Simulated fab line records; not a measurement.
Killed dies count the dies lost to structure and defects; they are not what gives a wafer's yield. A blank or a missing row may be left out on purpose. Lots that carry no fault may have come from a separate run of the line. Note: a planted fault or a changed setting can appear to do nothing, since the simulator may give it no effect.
fab line records	flow sky130
record lots=12	wafers=36	last-day=49
route steps=708 shown POLY_CUT@318 METAL5@663 PASSIVATION@692 PAD_OPEN@708
lots that met no fault: from a run of the same line without faults
start-h: hours from the record's opening day to when the first of the lot's shown wafers began	wait-h: hours since the lot's step before	" unchanged from the row above	L1.1+2: several wafers, shown together as one row	- no value, or no start given	* or withheld: withheld	< > ~ a bound
route shown NAME@n: NAME is a module with steps in the file, n the number in the route of the first one	usual: average and standard deviation across the fault-free wafers	same: alike in all rows	chamber/n: place in a boat	sites: readings site by site	_std_site: standard deviation of those values	_edge_site: mean of outer sites minus mean of inner sites	radius-mm: for every site, how far away it sits from the centre of the wafer	mask NAME#n: copy n	behind: the tool/chamber that last shaped the wafer	hold: reason for holding the lot/hours on hold/outcome of the hold	device: transistor that didn't switch, given as n, p or np	end of line: tests run on the same wafers once the route is complete	a step without rows: its recipe alone	killed: count of dies lost to structure and defects at first sort (not the wafer's yield)	map: dies across one wafer; x = killed, . = not, _ = none there
set.NAME: the run value of the setting; set.NAME@STEP: its run value at that earlier step	model.NAME: the simulator's own value behind a step, which no gauge read
one table for each step of the route and one row for each wafer, over a sample of lots
services: the hour from which a tool's chamber was out of use, counted from the record's first day as start-h (under 0 if before that day), plus the number of hours and why
## steps
# step SKY_POLY_CUT_ETCH_11
# recipe target=Si3N4	chemistry=CF4/CH2F2/Ar	stop-on=poly-Si	source-w=600	bias-w=150	pressure-mtorr=40	cf4-flow-sccm=40	ch2f2-flow-sccm=20	Ar_flow_sccm=150	time-s=42.5	target-depth-a=600
# usual cf4-flow-sccm=39.97/0.11	drypump-motor-current-A=5.8/0.55	oes-product-au=0.828/0.0069	throttle-valve-pct=14.995/0.0094
lot.wafer	tool	chamber	start-h	wait-h	cf4-flow-sccm	drypump-motor-current-A	oes-product-au	rf-hours-counter-h	throttle-valve-pct
L138.1	rie-diel-03	3	575.64	0.0	40.10	6.0	0.826	12	15.014
L138.4	"	3	"	"	40.01	6.0	0.822	-	14.991
L138.6	"	2	"	"	39.93	6.1	0.827	-	14.988
L139.1	rie-diel-02	1	602.14	0.0	39.98	5.5	0.816	11	14.997
L139.5	"	1	"	"	39.94	5.4	0.830	-	15.003
L139.6	"	0	"	"	39.77	5.8	0.825	-	14.992
L140.1	rie-diel-04	0	602.33	0.0	40.07	4.7	0.819	12	15.009
L140.2	"	3	"	"	40.14	6.2	0.829	7	15.010
L140.4	"	2	"	"	40.06	5.5	0.825	14	15.009
L142.2	rie-diel-04	1	610.08	0.0	39.90	6.5	0.824	4	14.988
L142.4	"	0	"	"	40.02	4.7	0.822	12	14.988
L142.5	"	1	"	"	39.82	6.5	0.829	-	15.003
L141.3	rie-diel-02	2	616.98	0.0	39.87	6.1	0.838	8	15.001
L141.4	"	3	"	"	39.96	5.8	0.839	7	14.999
L141.6	"	0	"	"	39.98	5.9	0.827	-	15.007
L147.2	rie-diel-04	2	670.92	0.0	39.92	5.5	0.828	15	14.992
L147.3	"	0	"	"	39.93	4.7	0.829	13	14.987
L147.6	"	3	"	"	40.10	6.2	0.830	-	15.000
L144.2	rie-diel-03	3	674.79	0.0	40.13	6.0	0.828	13	15.001
L144.4	"	0	"	"	39.80	6.2	0.829	10	14.990
L144.6	"	0	"	"	39.75	6.2	0.827	-	15.000
L150.1	rie-diel-03	2	678.99	0.0	39.96	6.1	0.827	14	14.994
L150.3	"	0	"	"	39.97	6.2	0.832	10	14.999
L150.5	"	0	"	"	39.96	6.2	0.834	-	14.990
L143.4	rie-diel-04	1	679.17	0.0	40.14	6.5	0.836	6	14.990
L143.5	"	2	"	"	39.87	5.5	0.827	-	14.996
L143.6	"	1	"	"	40.09	6.5	0.835	-	15.003
L149.2	rie-diel-03	0	680.43	0.0	40.15	6.3	0.829	10	14.995
L149.5	"	3	"	"	40.26	6.0	0.838	-	14.992
L149.6	"	0	"	"	39.97	6.3	0.836	-	14.980
L146.2	rie-diel-03	2	680.72	0.0	40.06	6.1	0.831	14	14.994
L146.3	"	1	"	"	39.92	5.1	0.815	2	14.997
L146.5	"	0	"	"	39.91	6.3	0.824	-	14.985
L155.1	rie-diel-03	0	713.92	0.0	39.99	6.3	0.827	11	14.995
L155.2	"	3	"	"	39.88	6.0	0.833	14	15.001
L155.5	"	1	"	"	40.00	5.1	0.838	-	14.991
# step SKY_METAL5_SPUTTER_02
# recipe material=AlCu	target-thk-nm=1150	power-w=10600	time-s=61.2	chamber-pressure-pa=0.4
# usual throttle-valve-pct=29.7/1
lot.wafer	tool	chamber	start-h	wait-h	throttle-valve-pct
L138.1	pvd-sputter-04	-	1016.62	0.0	28.7
L138.4	"	-	"	"	29.2
L138.6	"	-	"	"	30.7
L139.1	pvd-sputter-01	-	1038.13	0.0	28.6
L139.5	"	-	"	"	30.2
L139.6	"	-	"	"	28.6
L140.1	pvd-sputter-01	-	1038.84	0.0	28.7
L140.2	"	-	"	"	30.2
L140.4	"	-	"	"	28.7
L142.2	pvd-sputter-01	-	1039.83	0.0	28.8
L142.4	"	-	"	"	28.8
L142.5	"	-	"	"	28.7
L141.3	pvd-sputter-01	-	1049.51	0.0	30.2
L141.4	"	-	"	"	28.5
L141.6	"	-	"	"	30.3
L147.2	pvd-sputter-04	-	1087.34	0.0	30.8
L147.3	"	-	"	"	30.4
L147.6	"	-	"	"	30.7
L144.2	pvd-sputter-03	-	1095.56	0.0	31.8
L144.4	"	-	"	"	30.4
L144.6	"	-	"	"	30.3
L150.1	pvd-sputter-03	-	1097.17	0.0	30.3
L150.3	"	-	"	"	30.1
L150.5	"	-	"	"	32.1
L143.4	pvd-sputter-04	-	1097.60	0.0	30.8
L143.5	"	-	"	"	30.8
L143.6	"	-	"	"	30.7
L149.2	pvd-sputter-01	-	1098.60	0.0	28.6
L149.5	"	-	"	"	28.4
L149.6	"	-	"	"	28.5
L146.2	pvd-sputter-04	-	1100.75	0.0	28.4
L146.3	"	-	"	"	30.8
L146.5	"	-	"	"	28.2
L155.1	pvd-sputter-04	-	1124.28	0.0	30.4
L155.2	"	-	"	"	28.7
L155.5	"	-	"	"	29.4
# step SKY_METAL5_DESCUM_14
# recipe chemistry=O2	source-power-w=150	bias-power-w=0	pressure-mtorr=10	temp-c=40	time-s=11
# usual drypump-motor-current-A=6.1/0.49	oes-product-au=1.004/0.015
lot.wafer	tool	chamber	start-h	wait-h	drypump-motor-current-A	oes-product-au	rf-hours-counter-h
L138.1	rie-metal-03	0	1039.30	0.1	6.2	0.993	8
L138.4	"	1	"	"	5.1	0.979	-
L138.6	"	1	"	"	5.1	0.985	-
L139.1	rie-metal-04	0	1060.32	0.1	6.3	1.007	3
L139.5	"	1	"	"	6.5	1.005	-
L139.6	"	0	"	"	6.3	1.014	-
L140.1	rie-metal-01	1	1060.62	0.1	5.7	1.006	23
L140.2	"	0	"	"	6.4	1.021	19
L140.4	"	1	"	"	5.8	1.012	-
L142.2	rie-metal-04	1	1061.25	0.1	6.5	1.000	0
L142.4	"	1	"	"	6.5	1.005	-
L142.5	"	0	"	"	6.3	1.006	-
L141.3	rie-metal-04	1	1071.26	0.1	6.5	1.005	-
L141.4	"	0	"	"	6.3	1.012	-
L141.6	"	1	"	"	6.5	0.994	-
L147.2	rie-metal-03	1	1107.95	0.1	5.1	0.988	23
L147.3	"	0	"	"	6.3	0.999	-
L147.6	"	1	"	"	5.1	0.995	-
L144.2	rie-metal-03	0	1116.10	0.1	6.2	1.006	13
L144.4	"	0	"	"	6.2	1.000	-
L144.6	"	1	"	"	5.1	0.994	-
L150.1	rie-metal-03	0	1117.25	0.1	6.3	1.002	13
L150.3	"	1	"	"	5.1	0.993	-
L150.5	"	0	"	"	6.3	0.995	-
L143.4	rie-metal-01	0	1117.59	0.1	6.4	1.023	-
L143.5	"	0	"	"	6.3	1.031	-
L143.6	"	0	"	"	6.3	1.021	-
L149.2	rie-metal-04	0	1118.80	0.1	6.3	1.007	7
L149.5	"	0	"	"	6.3	1.007	-
L149.6	"	1	"	"	6.5	0.988	-
L146.2	rie-metal-03	1	1121.03	0.1	5.1	0.996	24
L146.3	"	1	"	"	5.1	0.990	-
L146.5	"	1	"	"	5.1	0.994	-
L155.1	rie-metal-03	0	1144.07	0.1	6.2	1.008	16
L155.2	"	0	"	"	6.3	1.007	-
L155.5	"	0	"	"	6.2	0.996	-
# step SKY_PASSIVATION_ETCH_11
# recipe chemistry=CF4/O2	target-depth-nm=725	stop-on=AlCu	source-w=800	bias-w=150	pressure-mtorr=150	cf4-flow-sccm=80	O2_flow_sccm=10	time-s=161.1
# usual cf4-flow-sccm=80.02/0.24	drypump-motor-current-A=5.8/0.49	oes-product-au=0.977/0.0078	throttle-valve-pct=5.964/0.0094
lot.wafer	tool	chamber	start-h	wait-h	cf4-flow-sccm	drypump-motor-current-A	oes-product-au	rf-hours-counter-h	throttle-valve-pct
L138.1	rie-diel-01	3	1061.90	-	80.04	6.0	0.976	13	5.971
L138.4	"	1	"	"	79.87	5.9	0.981	17	5.960
L138.6	"	1	"	"	80.15	5.9	0.987	-	5.977
L139.1	rie-diel-04	2	1082.80	-	79.93	5.5	0.971	29	5.976
L139.5	"	3	"	"	79.92	6.2	0.984	-	5.981
L139.6	"	0	"	"	80.12	4.7	0.980	-	5.965
L140.1	rie-diel-03	3	1083.15	-	79.97	6.0	0.974	1	5.962
L140.2	"	1	"	"	79.93	5.1	0.986	12	5.960
L140.4	"	0	"	"	80.49	6.2	0.974	20	5.956
L142.2	rie-diel-01	3	1083.24	-	79.71	6.0	0.972	13	5.949
L142.4	"	0	"	"	80.45	5.5	0.982	19	5.964
L142.5	"	3	"	"	79.89	6.0	0.978	-	5.964
L141.3	rie-diel-03	3	1093.79	-	79.98	6.0	0.982	1	5.960
L141.4	"	0	"	"	80.02	6.2	0.978	21	5.972
L141.6	"	2	"	"	80.14	6.1	0.987	-	5.982
L147.2	rie-diel-01	1	1128.64	-	79.84	5.9	0.965	19	5.978
L147.3	"	0	"	"	79.67	5.5	0.963	21	5.963
L147.6	"	1	"	"	80.17	5.9	0.977	-	5.965
L144.2	rie-diel-03	3	1136.79	-	79.93	6.0	0.973	3	5.967
L144.4	"	3	"	"	79.68	6.0	0.977	-	5.969
L144.6	"	0	"	"	80.21	6.2	0.980	-	5.954
L150.1	rie-diel-04	0	1138.15	-	80.05	4.7	0.977	28	5.963
L150.3	"	2	"	"	80.00	5.5	0.969	32	5.962
L150.5	"	0	"	"	79.81	4.7	0.982	-	5.957
L143.4	rie-diel-03	1	1138.89	-	79.63	5.1	0.976	-	5.950
L143.5	"	0	"	"	79.92	6.2	0.980	-	5.969
L143.6	"	3	"	"	80.29	6.0	0.988	-	5.977
L149.2	rie-diel-01	0	1139.65	-	79.91	5.5	0.957	21	5.972
L149.5	"	2	"	"	79.87	6.1	0.980	-	5.957
L149.6	"	1	"	"	80.10	5.9	0.990	-	5.969
L146.2	rie-diel-04	2	1142.25	-	79.51	5.5	0.964	32	5.959
L146.3	"	1	"	"	79.93	6.5	0.964	21	5.957
L146.5	"	0	"	"	80.45	4.7	0.976	-	5.962
L155.1	rie-diel-01	3	1165.59	-	79.86	6.0	0.969	17	5.968
L155.2	"	2	"	"	80.23	6.0	0.982	24	5.972
L155.5	"	1	"	"	80.02	5.9	0.979	-	5.979
# step SKY_PAD_OPEN_PROBE_99
# usual killed_at_M0_to_M3=42/7.4	killed_at_M4_up=3.5/1.9	killed-at-contacts=24/5.2	killed-at-front-end=15/4.5	killed-at-other=0.2/0.53	killed-dies=85/9.8	killed-on-rim=17/4.2	killed-open=46/7.6	killed-short=39/6.5
# same gross-dies=492	killed-at-back-side=0
lot.wafer	tool	chamber	start-h	wait-h	killed_at_M0_to_M3	killed_at_M4_up	killed-at-contacts	killed-at-front-end	killed-at-other	killed-dies	killed-on-rim	killed-open	killed-short
L138.1	prober-01	-	1085.25	0.1	29	5	38	16	0	88	20	44	44
L138.4	prober-01	-	1085.40	0.2	43	2	30	19	0	94	17	47	47
L138.6	prober-01	-	1085.50	0.2	53	0	26	12	2	93	16	46	47
L139.1	prober-01	-	1106.72	0.1	46	5	26	8	0	85	24	51	34
L139.5	prober-01	-	1106.92	0.2	45	4	24	8	0	81	16	45	36
L139.6	prober-01	-	1106.97	0.2	52	2	19	20	0	93	22	50	43
L140.1	prober-02	-	1106.92	0.1	40	6	22	15	0	83	11	43	40
L140.2	prober-02	-	1106.97	0.1	49	6	23	12	0	90	20	52	38
L140.4	prober-02	-	1107.07	0.2	54	2	23	14	0	93	12	52	41
L142.2	prober-01	-	1108.27	0.1	41	1	24	5	0	71	13	41	30
L142.4	prober-01	-	1108.37	0.2	40	3	27	13	1	84	15	47	37
L142.5	prober-01	-	1108.42	0.2	60	1	27	6	0	94	16	56	38
L141.3	prober-02	-	1116.84	0.2	51	4	27	14	0	96	27	47	49
L141.4	prober-02	-	1116.89	0.2	40	2	23	24	1	90	13	54	36
L141.6	prober-02	-	1116.99	0.2	54	2	24	21	0	101	16	59	42
L147.2	prober-01	-	1151.37	0.1	42	2	20	18	0	82	19	38	44
L147.3	prober-01	-	1151.42	0.2	45	3	23	10	0	81	14	44	37
L147.6	prober-01	-	1151.57	0.2	41	4	22	12	0	79	18	41	38
L144.2	prober-01	-	1158.82	0.1	42	2	29	15	0	88	30	44	44
L144.4	prober-01	-	1158.92	0.2	41	1	27	15	0	84	15	44	40
L144.6	prober-01	-	1159.02	0.2	43	4	34	15	1	97	21	51	46
L150.1	prober-01	-	1160.64	0.1	31	3	21	12	0	67	16	34	33
L150.3	prober-01	-	1160.74	0.2	27	0	26	12	0	65	13	32	33
L150.5	prober-01	-	1160.84	0.2	34	3	17	9	1	64	13	33	31
L143.4	prober-01	-	1161.72	0.2	45	4	16	22	1	88	14	49	39
L143.5	prober-01	-	1161.77	0.2	43	7	24	9	0	83	15	33	50
L143.6	prober-01	-	1161.82	0.2	37	6	20	15	0	78	16	37	41
L149.2	prober-02	-	1162.19	0.1	37	2	22	14	0	75	11	36	39
L149.5	prober-02	-	1162.34	0.2	36	4	17	18	0	75	13	44	31
L149.6	prober-02	-	1162.39	0.2	47	4	26	20	1	98	22	55	43
L146.2	prober-02	-	1164.50	0.1	44	1	24	25	1	95	21	47	48
L146.3	prober-02	-	1164.55	0.2	51	3	25	40	0	119	35	48	49
L146.5	prober-02	-	1164.65	0.2	34	5	20	35	0	94	26	33	40
L155.1	prober-01	-	1185.20	0.1	49	3	21	175	1	249	93	55	40
L155.2	prober-01	-	1185.25	0.1	39	7	22	9	0	77	19	41	36
L155.5	prober-01	-	1185.40	0.2	47	6	21	34	0	108	24	46	44
# killed by level:class
L138.1 CONTACT:geometric-particle:open=16 METAL1:geometric-particle:short=9 LI_CONTACT:geometric-particle:open=8 POLY_GATE:geometric-particle:short=6 LOCAL_INTERCONNECT:geometric-particle:short=5 CONTACT:geometric-particle:short=5 VIA1:geometric-particle:open=5 VIA3:geometric-particle:open=5
L138.4 CONTACT:geometric-particle:open=12 VIA1:geometric-particle:open=10 VIA3:geometric-particle:open=8 CONTACT:geometric-particle:short=7 FIELD_ISO:geometric-particle:open=6 POLY_GATE:geometric-particle:short=6 LOCAL_INTERCONNECT:geometric-particle:short=6 METAL1:geometric-particle:short=6
L138.6 METAL1:geometric-particle:short=11 VIA1:geometric-particle:open=10 CONTACT:geometric-particle:open=9 POLY_GATE:geometric-particle:open=6 LI_CONTACT:geometric-particle:short=6 VIA1:geometric-particle:short=6 VIA2:geometric-particle:open=6 METAL3:geometric-particle:short=6
L139.1 VIA1:geometric-particle:open=15 CONTACT:geometric-particle:open=11 VIA3:geometric-particle:open=9 LI_CONTACT:geometric-particle:open=8 METAL2:geometric-particle:short=7 METAL1:geometric-particle:short=4 METAL4:geometric-particle:short=4 FIELD_ISO:geometric-particle:short=3
L140.1 CONTACT:geometric-particle:open=9 METAL1:geometric-particle:short=7 VIA1:geometric-particle:open=6 VIA2:geometric-particle:open=6 POLY_GATE:geometric-particle:open=5 CONTACT:geometric-particle:short=5 LI_CONTACT:geometric-particle:open=4 VIA3:geometric-particle:open=4
L139.5 VIA1:geometric-particle:open=11 VIA2:geometric-particle:open=9 LI_CONTACT:geometric-particle:open=8 CONTACT:geometric-particle:open=6 METAL2:geometric-particle:short=6 VIA1:geometric-particle:short=5 LI_CONTACT:geometric-particle:short=4 METAL1:geometric-particle:short=4
L140.2 VIA1:geometric-particle:open=14 VIA2:geometric-particle:open=9 CONTACT:geometric-particle:open=8 LI_CONTACT:geometric-particle:open=7 VIA3:geometric-particle:open=7 VIA1:geometric-particle:short=5 METAL2:geometric-particle:short=5 VIA2:geometric-particle:short=5
L139.6 VIA1:geometric-particle:open=16 METAL1:geometric-particle:short=9 METAL2:geometric-particle:short=7 FIELD_ISO:geometric-particle:short=6 FIELD_ISO:geometric-particle:open=6 CONTACT:geometric-particle:open=5 VIA3:geometric-particle:open=5 POLY_GATE:geometric-particle:short=4
L140.4 VIA1:geometric-particle:open=14 CONTACT:geometric-particle:open=9 METAL2:geometric-particle:short=9 METAL1:geometric-particle:short=9 VIA2:geometric-particle:open=8 VIA3:geometric-particle:open=7 CONTACT:geometric-particle:short=6 FIELD_ISO:geometric-particle:open=4
L142.2 VIA1:geometric-particle:open=10 CONTACT:geometric-particle:open=8 LI_CONTACT:geometric-particle:open=6 CONTACT:geometric-particle:short=6 VIA3:geometric-particle:open=5 VIA2:geometric-particle:open=5 VIA2:geometric-particle:short=5 VIA1:geometric-particle:short=3
L142.4 LI_CONTACT:geometric-particle:open=11 CONTACT:geometric-particle:open=10 METAL1:geometric-particle:short=8 VIA1:geometric-particle:open=6 METAL2:geometric-particle:short=6 FIELD_ISO:geometric-particle:open=5 FIELD_ISO:geometric-particle:short=5 VIA3:geometric-particle:open=5
L142.5 CONTACT:geometric-particle:open=15 VIA1:geometric-particle:open=14 LI_CONTACT:geometric-particle:open=8 VIA1:geometric-particle:short=7 VIA2:geometric-particle:short=7 METAL2:geometric-particle:short=6 METAL3:geometric-particle:short=5 VIA2:geometric-particle:open=4
L141.3 METAL2:geometric-particle:short=11 LI_CONTACT:geometric-particle:open=9 VIA2:geometric-particle:open=7 CONTACT:geometric-particle:short=7 VIA1:geometric-particle:open=7 VIA3:geometric-particle:open=6 CONTACT:geometric-particle:open=5 METAL1:geometric-particle:short=5
L141.4 VIA1:geometric-particle:open=9 CONTACT:geometric-particle:open=8 METAL1:geometric-particle:short=8 POLY_GATE:geometric-particle:open=7 VIA3:geometric-particle:open=7 VIA2:geometric-particle:open=6 LI_CONTACT:geometric-particle:open=6 FIELD_ISO:geometric-particle:short=5
L141.6 LI_CONTACT:geometric-particle:open=9 VIA1:geometric-particle:open=9 VIA2:geometric-particle:open=9 VIA3:geometric-particle:open=8 METAL1:geometric-particle:short=7 CONTACT:geometric-particle:open=7 METAL2:geometric-particle:short=6 VIA3:geometric-particle:short=5
L147.2 VIA1:geometric-particle:open=10 CONTACT:geometric-particle:open=8 VIA1:geometric-particle:short=7 CONTACT:geometric-particle:short=5 METAL1:geometric-particle:short=5 FIELD_ISO:geometric-particle:short=4 SPACER:geometric-particle:short=4 METAL2:geometric-particle:short=4
L147.3 VIA1:geometric-particle:open=12 VIA3:geometric-particle:open=10 CONTACT:geometric-particle:open=8 LI_CONTACT:geometric-particle:short=5 LI_CONTACT:geometric-particle:open=5 METAL1:geometric-particle:short=5 CONTACT:geometric-particle:short=4 METAL2:geometric-particle:short=4
L147.6 VIA1:geometric-particle:open=12 CONTACT:geometric-particle:open=6 VIA2:geometric-particle:open=6 VIA3:geometric-particle:open=6 LI_CONTACT:geometric-particle:open=5 CONTACT:geometric-particle:short=5 VIA1:geometric-particle:short=5 VIA2:geometric-particle:short=4
L144.2 VIA1:geometric-particle:open=11 LI_CONTACT:geometric-particle:open=9 METAL1:geometric-particle:short=8 CONTACT:geometric-particle:open=7 VIA3:geometric-particle:open=7 LOCAL_INTERCONNECT:geometric-particle:short=6 FIELD_ISO:geometric-particle:short=5 METAL2:geometric-particle:short=5
L144.4 CONTACT:geometric-particle:open=11 FIELD_ISO:geometric-particle:short=8 VIA2:geometric-particle:open=8 METAL1:geometric-particle:short=8 VIA1:geometric-particle:open=6 CONTACT:geometric-particle:short=5 VIA3:geometric-particle:open=5 LI_CONTACT:geometric-particle:open=4
L144.6 VIA1:geometric-particle:open=14 LI_CONTACT:geometric-particle:open=13 METAL1:geometric-particle:short=6 METAL2:geometric-particle:short=6 FIELD_ISO:geometric-particle:short=5 LI_CONTACT:geometric-particle:short=5 LOCAL_INTERCONNECT:geometric-particle:short=5 CONTACT:geometric-particle:short=5
L150.1 VIA1:geometric-particle:open=8 LI_CONTACT:geometric-particle:open=6 CONTACT:geometric-particle:open=6 VIA3:geometric-particle:open=6 POLY_GATE:geometric-particle:short=4 VIA2:geometric-particle:short=4 LOCAL_INTERCONNECT:geometric-particle:short=4 METAL2:geometric-particle:short=4
L150.3 LI_CONTACT:geometric-particle:open=9 VIA1:geometric-particle:open=7 CONTACT:geometric-particle:open=6 POLY_GATE:geometric-particle:short=5 CONTACT:geometric-particle:short=5 VIA1:geometric-particle:short=5 VIA3:geometric-particle:open=4 FIELD_ISO:geometric-particle:short=3
L150.5 LI_CONTACT:geometric-particle:open=8 METAL2:geometric-particle:short=7 VIA2:geometric-particle:open=5 VIA1:geometric-particle:short=5 CONTACT:geometric-particle:open=4 METAL1:geometric-particle:short=4 VIA3:geometric-particle:short=4 POLY_GATE:geometric-particle:open=3
L143.4 METAL1:geometric-particle:short=10 VIA1:geometric-particle:open=10 LI_CONTACT:geometric-particle:open=7 VIA3:geometric-particle:open=6 FIELD_ISO:geometric-particle:open=5 VIA2:geometric-particle:open=5 METAL2:geometric-particle:short=5 FIELD_ISO:geometric-particle:short=4
L143.5 VIA3:geometric-particle:open=9 METAL1:geometric-particle:short=8 METAL4:geometric-particle:short=7 CONTACT:geometric-particle:open=7 METAL2:geometric-particle:short=7 LOCAL_INTERCONNECT:geometric-particle:short=6 VIA3:geometric-particle:short=5 POLY_GATE:geometric-particle:short=4
L143.6 LI_CONTACT:geometric-particle:open=8 VIA1:geometric-particle:open=8 VIA1:geometric-particle:short=5 METAL4:geometric-particle:short=5 METAL2:geometric-particle:short=5 POLY_GATE:geometric-particle:open=4 METAL1:geometric-particle:short=4 FIELD_ISO:geometric-particle:open=3
L149.2 METAL2:geometric-particle:short=9 CONTACT:geometric-particle:open=8 VIA1:geometric-particle:open=8 FIELD_ISO:geometric-particle:short=6 VIA2:geometric-particle:open=6 LI_CONTACT:geometric-particle:short=4 LI_CONTACT:geometric-particle:open=4 VIA3:geometric-particle:open=4
L149.5 VIA1:geometric-particle:open=11 CONTACT:geometric-particle:open=9 POLY_GATE:geometric-particle:short=6 VIA2:geometric-particle:open=5 VIA3:geometric-particle:open=5 FIELD_ISO:geometric-particle:short=4 LI_CONTACT:geometric-particle:open=4 VIA1:geometric-particle:short=4
L149.6 VIA1:geometric-particle:open=12 CONTACT:geometric-particle:open=10 POLY_GATE:geometric-particle:open=7 LI_CONTACT:geometric-particle:open=6 VIA3:geometric-particle:open=6 VIA2:geometric-particle:open=6 METAL2:geometric-particle:short=5 POLY_GATE:geometric-particle:short=4
L146.2 METAL1:geometric-particle:short=10 CONTACT:geometric-particle:open=8 FIELD_ISO:geometric-particle:short=7 VIA1:geometric-particle:open=7 VIA3:geometric-particle:open=7 POLY_GATE:geometric-particle:short=6 METAL2:geometric-particle:short=6 LI_CONTACT:geometric-particle:open=6
L146.3 POLY_CUT:area-etch=22 VIA1:geometric-particle:open=10 LI_CONTACT:geometric-particle:open=9 VIA2:geometric-particle:open=9 VIA1:geometric-particle:short=7 FIELD_ISO:geometric-particle:short=6 LOCAL_INTERCONNECT:geometric-particle:short=6 CONTACT:geometric-particle:open=6
L146.5 POLY_CUT:area-etch=21 LI_CONTACT:geometric-particle:open=6 METAL1:geometric-particle:short=6 VIA1:geometric-particle:open=6 CONTACT:geometric-particle:short=5 VIA3:geometric-particle:open=5 FIELD_ISO:geometric-particle:short=4 LOCAL_INTERCONNECT:geometric-particle:short=4
L155.1 POLY_CUT:area-etch=154 VIA2:geometric-particle:open=10 VIA1:geometric-particle:open=9 FIELD_ISO:geometric-particle:short=7 METAL2:geometric-particle:short=7 VIA3:geometric-particle:open=7 LI_CONTACT:geometric-particle:open=6 FIELD_ISO:geometric-particle:open=5
L155.2 VIA2:geometric-particle:open=9 CONTACT:geometric-particle:open=8 VIA1:geometric-particle:open=8 METAL4:geometric-particle:short=5 FIELD_ISO:geometric-particle:open=4 LI_CONTACT:geometric-particle:open=4 METAL2:geometric-particle:short=4 LOCAL_INTERCONNECT:geometric-particle:short=4
L155.5 POLY_CUT:area-etch=18 VIA1:geometric-particle:open=9 LI_CONTACT:geometric-particle:open=7 VIA1:geometric-particle:short=7 CONTACT:geometric-particle:open=6 FIELD_ISO:geometric-particle:short=5 POLY_GATE:geometric-particle:open=5 CONTACT:geometric-particle:short=5
## services
tool	chamber	start-h	hours	kind
pvd-sputter-04	-	581.96	4.1	repair
rie-diel-03	3	585.87	18.8	repair
rie-diel-04	3	586.67	4.5	repair
rie-diel-03	1	590.79	5.7	repair
rie-diel-03	-	626.58	14.6	pm
rie-diel-04	2	637.16	16.4	repair
rie-diel-04	0	638.59	9.4	repair
rie-diel-04	-	658.13	2.8	pm
rie-diel-03	0	686.88	7.1	repair
rie-diel-04	1	821.09	10.4	repair
rie-diel-03	0	834.21	7.7	repair
rie-metal-03	-	837.12	0.4	repair
rie-metal-03	1	840.36	15.6	repair
rie-metal-03	-	861.10	0.4	repair
rie-diel-04	0	885.38	18.9	repair
rie-diel-03	1	935.57	2.7	repair
rie-metal-03	-	954.83	2.8	pm
rie-metal-03	1	958.05	20.2	repair
rie-diel-03	3	988.73	6.5	repair
rie-diel-03	-	1004.10	2.8	pm
rie-diel-04	0	1028.87	3.4	repair
rie-diel-03	0	1115.06	6.3	repair
rie-diel-04	1	1135.71	6.1	repair
rie-diel-04	3	1147.39	2.6	repair
## key
first-sign step=SKY_PAD_OPEN_PROBE_99	reading=killed-at-front-end	direction=up	sigmas=12	usual=15	struck=71
effect step=SKY_PAD_OPEN_PROBE_99	reading=killed-dies	direction=up	sigmas=5.9	usual=85	struck=142	wafers-moved=3
more-kills-born-at SKY_POLY_CUT_ETCH_11@rie-diel-03=215
met-at SKY_POLY_CUT_ETCH_11
struck-lots L146,L155
struck-wafers L146.3,L146.5,L155.1,L155.5
tester-left-out L146,L155
not-acting-at SKY_METAL5_SPUTTER_02,SKY_METAL5_DESCUM_14,SKY_PASSIVATION_ETCH_11
onset-between 680.43 680.72
fault kind=process-parameter-drift	tool=rie-diel-03	chamber=-	onset-h=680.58	steps=SKY_POLY_CUT_ETCH_11	channel=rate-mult	offset=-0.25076	shape=step	end-h=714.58	scope=struck-wafers-only
# tester-left-out: of these lots the tester's yield and bins aren't shown, on N5 and GAA mostly nor the transistor test; their killed dies are dies lost to structure and defects alone, not to doping, threshold or leakage, so they don't give the yield
